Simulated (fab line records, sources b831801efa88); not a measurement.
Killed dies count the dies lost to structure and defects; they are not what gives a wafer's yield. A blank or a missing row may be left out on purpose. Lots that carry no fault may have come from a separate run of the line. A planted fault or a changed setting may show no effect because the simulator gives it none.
Chamber matching + flow gf180mcu + GF_V3_CVD_02 on pecvd-03: 3 sister chambers
The step deposits SiO2 from TEOS, target thk 850 nm, time 94.851 s. 14 wafers are shown with their chamber, then 7 later ones without.

== WAFERS, EACH WITH ITS CHAMBER ==
| wafer  | chamber | heater-power-w (W) |
|--------|---------|--------------------|
| L334.1 | 1       | 685                |
| L334.3 | 0       | 645                |
| L334.4 | 0       | 669                |
| L335.4 | 2       | 606                |
| L335.5 | 1       | 694                |
| L335.6 | 0       | 682                |
| L336.2 | 0       | 543                |
| L336.4 | 0       | 618                |
| L336.5 | 1       | 716                |
| L346.1 | 2       | 576                |
| L346.4 | 1       | 713                |
| L346.5 | 0       | 612                |
| L348.1 | 0       | 638                |
| L348.4 | 1       | 566                |

SIGNATURES, as means of the wafers listed above
| reading        | chamber 0 | chamber 1 | chamber 2 | scatter within a chamber |
|----------------|-----------|-----------|-----------|--------------------------|
| heater-power-w | 629.57    | 674.80    | 591.00    | 50.9                     |
Rule: for each reading, subtract the chamber's mean from the wafer's reading, divide by that reading's scatter and square the result; add these up over the readings and take the root, which gives the wafer's distance from the chamber. If the next closest chamber is less than 2 further off than the closest, the wafer can't be placed; otherwise it belongs to the closest. The scatter: take each reading less its chamber's mean, square it, sum over the shown wafers, divide by the number of wafers less the number of chambers, and take the root.

== WAFERS MISSING THEIR CHAMBER ==
| wafer  | heater-power-w (W) |
|--------|--------------------|
| L348.5 | 666                |
| L350.1 | 614                |
| L350.5 | 550                |
| L350.6 | 496                |
| L353.3 | 698                |
| L353.4 | 565                |
| L353.5 | 634                |

== THE CHAMBER EACH PASSED THROUGH ==
| wafer  | from the rows above          | in truth |
|--------|------------------------------|----------|
| L348.5 | can't be placed: 1 or 0 or 2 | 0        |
| L350.1 | can't be placed: 0 or 2 or 1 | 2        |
| L350.5 | can't be placed: 2 or 0 or 1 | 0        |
| L350.6 | can't be placed: 2 or 0 or 1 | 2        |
| L353.3 | can't be placed: 1 or 0 or 2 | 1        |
| L353.4 | can't be placed: 2 or 0 or 1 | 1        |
| L353.5 | can't be placed: 0 or 1 or 2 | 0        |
Correct placement for 0 of the 7. From these rows, 7 cannot be placed; in 7 the true chamber is one of the candidates. Number placed wrongly: 0.
